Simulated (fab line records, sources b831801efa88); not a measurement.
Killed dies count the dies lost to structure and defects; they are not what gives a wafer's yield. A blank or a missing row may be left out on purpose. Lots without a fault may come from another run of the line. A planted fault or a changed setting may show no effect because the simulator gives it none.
One fault seen from 2 desks -- flow gf180mcu -- numbers are kept per desk, each desk with only its own; the story behind them comes last

== FROM THE METROLOGY DESK ==
What the gauges read, lot by lot, whatever tool the lot ran on: means of the sampled wafers that have a number. A lot is out of limits, marked OUT, if its mean lies more than 4 standard deviations from the usual mean; the brackets give that distance.
Columns: A = LVPWELL_TW at GF_LVPWELL_TW_MEAS_11, usual 561
lot,first seen here,A
L758,day 4 02:42,562
L759,day 4 06:13,557
L760,day 4 07:26,563
L761,day 4 11:43,563
L762,day 5 02:17,555
L763,day 5 05:50,557
L764,day 5 09:14,565
L765,day 5 17:01,552
L766,day 6 01:03,564
L767,day 6 04:41,561
L774,day 7 17:38,559
L776,day 8 04:24,568
L780,day 9 01:36,558
This desk's finding: nothing out of limits on any of the 13 lots.

== AT THE TOOL OWNER'S DESK: lithoTrack-01 ==
The tool's own readings at GF_LVPWELL_SOFTBAKE_03, given as means over the sampled wafers that have a number, one for each lot that went through this tool. A lot is out of limits, marked OUT, if its mean lies more than 4 standard deviations from the usual mean; the brackets give that distance.
Columns: A = exhaustPa at GF_LVPWELL_SOFTBAKE_03, usual 45.0 Pa; B = heaterPowerTotalW at GF_LVPWELL_SOFTBAKE_03, usual 65.34 W; C = plateTempC at GF_LVPWELL_SOFTBAKE_03, usual 110.00 C
lot,first seen here,A,B,C
L759,day 3 23:29,44.1,65.26,109.87
L760,day 4 00:44,45.1,65.36,109.89
L763,day 4 22:11,44.3,65.39,109.83
L764,day 5 02:08,45.6,65.32,109.90
L765,day 5 09:02,45.7,65.35,109.83
L774,day 7 09:11,44.4,64.71 (-4.5) OUT,108.98 (-7.9) OUT
L776,day 7 19:55,44.9,64.52 (-5.9) OUT,109.19 (-6.2) OUT
This desk finds L774, L776 out of limits, L774 being first, at day 7 09:11 (heaterPowerTotalW at GF_LVPWELL_SOFTBAKE_03). In limits: L759, L760, L763, L764, L765.

== ALL TOGETHER ==
At day 7 09:11, on L774, L776, the tool owner's desk was in a position to raise an alarm.
The metrology desk saw nothing out of limits.
The metrology desk has L774, L776 on record, within its limits.
The lots listed all ran GF_LVPWELL_SOFTBAKE_03 on lithoTrack-01.

== WHAT THE SIMULATOR HAD INSERTED ==
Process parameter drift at GF_LVPWELL_SOFTBAKE_03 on lithoTrack-01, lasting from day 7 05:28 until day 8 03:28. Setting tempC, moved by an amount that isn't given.
Lots struck among those shown: L774, L776.
Time in hours from fault onset to the first out-of-limits reading at each desk: the tool owner's desk, 4.
